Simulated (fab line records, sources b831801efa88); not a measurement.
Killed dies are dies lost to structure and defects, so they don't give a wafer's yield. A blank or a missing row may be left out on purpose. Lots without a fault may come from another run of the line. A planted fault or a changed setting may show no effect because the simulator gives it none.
One fault seen from 2 desks | flow gf180mcu | each desk has only its own numbers; what lay behind them comes last

THE TOOL OWNER'S DESK: hdpcvd-02
The tool's own readings at GF_V4_CVD_00 (deposits SiO2, target thk 600 nm, time 100 s): means of the sampled wafers that have a number, for each lot that ran on this tool. A lot is out of limits, marked OUT, if its mean lies more than 4 standard deviations from the usual mean; the brackets give that distance.
Columns: A = sih4_flow_sccm at GF_V4_CVD_00, usual 60.03 sccm; B = susceptor_temp_C at GF_V4_CVD_00, usual 400.02 C
lot  | first seen here | A               | B
L555 | day 24 06:58    | 59.97           | 400.19
L557 | day 24 23:40    | 59.94           | 400.02
L558 | day 25 08:10    | 60.01           | 399.92
L563 | day 26 21:56    | 60.04           | 400.14
L564 | day 27 08:00    | 63.87 (+23) OUT | 399.81
L567 | day 27 22:40    | 64.28 (+25) OUT | 399.94
L574 | day 30 01:06    | 60.03           | 399.96
This desk's finding: out of limits on L564, L567; first on L564, day 27 08:00 (sih4_flow_sccm at GF_V4_CVD_00). In limits: L555, L557, L558, L563, L574.

THE METROLOGY DESK
What the gauges read, lot by lot, whatever tool the lot ran on: means of the sampled wafers that have a number. A lot is out of limits, marked OUT, if its mean lies more than 4 standard deviations from the usual mean; the brackets give that distance.
Columns: A = V4_CVD_00_THK at GF_V4_THK_MEAS_01, usual 598 nm
lot  | first seen here | A
L554 | day 23 21:25    | 597
L555 | day 24 07:02    | 603
L556 | day 24 10:23    | 594
L557 | day 24 23:44    | 600
L558 | day 25 08:15    | 597
L563 | day 26 22:01    | 596
L564 | day 27 08:04    | 636 (+5.7) OUT
L567 | day 27 22:44    | 636 (+5.8) OUT
L571 | day 29 07:16    | 604
L574 | day 30 01:10    | 599
L575 | day 30 09:10    | 595
L576 | day 30 12:57    | 593
This desk's finding: out of limits on L564, L567; first on L564, day 27 08:04 (V4_CVD_00_THK at GF_V4_THK_MEAS_01). In limits: L554, L555, L556, L557, L558, L563, L571, L574, L575, L576.

PUT TOGETHER
The tool owner's desk could have raised an alarm at day 27 08:00, on L564, L567.
The metrology desk could have raised an alarm at day 27 08:04, on L564, L567.
Of the lots named, all ran GF_V4_CVD_00 on hdpcvd-02.

WHAT THE SIMULATOR HAD PUT IN
Process parameter drift: hdpcvd-02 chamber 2, from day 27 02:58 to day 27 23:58, at GF_V4_CVD_00. Setting sih4_flow_sccm, moved by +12, from 60. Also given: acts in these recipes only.
Lots struck among those shown: L564, L567.
Hours from the fault's start to each desk's first reading out of limits: the tool owner's desk, 5; the metrology desk, 5.
